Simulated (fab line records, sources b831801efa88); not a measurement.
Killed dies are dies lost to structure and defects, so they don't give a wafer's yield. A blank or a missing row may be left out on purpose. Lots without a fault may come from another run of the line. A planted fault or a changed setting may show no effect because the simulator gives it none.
Chamber matching | flow gf180mcu | GF_POLY_GATE_ETCH_13 on rie_si-01: 4 sister chambers
The step etches poly-Si in HBr/Cl2, stops on SiO2, target depth 198.5 nm, time 69.6 s. 7 wafers are shown with their chamber, then 8 later ones without.

WAFERS WITH THEIR CHAMBER
wafer  | chamber | drypump_motor_current_A (A) | oes_product_au (a.u.)
L468.2 | 2       | 5.3                         | 1.005
L468.4 | 0       | 5.8                         | 1.006
L475.3 | 2       | 5.2                         | 0.993
L475.4 | 1       | 5.5                         | 0.982
L481.4 | 3       | 5.4                         | 0.994
L481.6 | 1       | 5.5                         | 0.975
L483.1 | 3       | 5.4                         | 0.984

WAFERS WITHOUT THEIR CHAMBER
wafer  | drypump_motor_current_A (A) | oes_product_au (a.u.)
L483.2 | 5.7                         | 0.981
L483.5 | 5.5                         | 0.977
L485.1 | 5.7                         | 0.977
L485.3 | 5.3                         | 0.986
L485.6 | 5.5                         | 0.982
L486.1 | 5.7                         | 0.988
L486.5 | 5.2                         | 0.991
L486.6 | 5.8                         | 0.987

WHICH CHAMBER EACH WENT THROUGH
wafer  | from the rows above     | in truth
L483.2 | can't be placed: 0 or 1 | 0
L483.5 | 1                       | 1
L485.1 | can't be placed: 0 or 1 | 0
L485.3 | can't be placed: 2 or 3 | 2
L485.6 | 1                       | 1
L486.1 | can't be placed: 0 or 1 | 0
L486.5 | 2                       | 2
L486.6 | 0                       | 0
Placed correctly: 4 of 8. Can't be placed from these rows: 4 (the true chamber is among the candidates in 4). Placed wrongly: 0.
How it was worked out, from the rows above alone: a wafer's distance from a chamber is the root of the sum, over the readings, of the square of ((its reading less the chamber's mean) divided by the reading's scatter). The wafer belongs to the nearest chamber; if the next one is less than 2 further off, it can't be placed. A chamber's mean is the mean of its shown wafers. The scatter: the root of (the sum of the squares of (reading less its chamber's mean) over the shown wafers, divided by (wafers less chambers)).
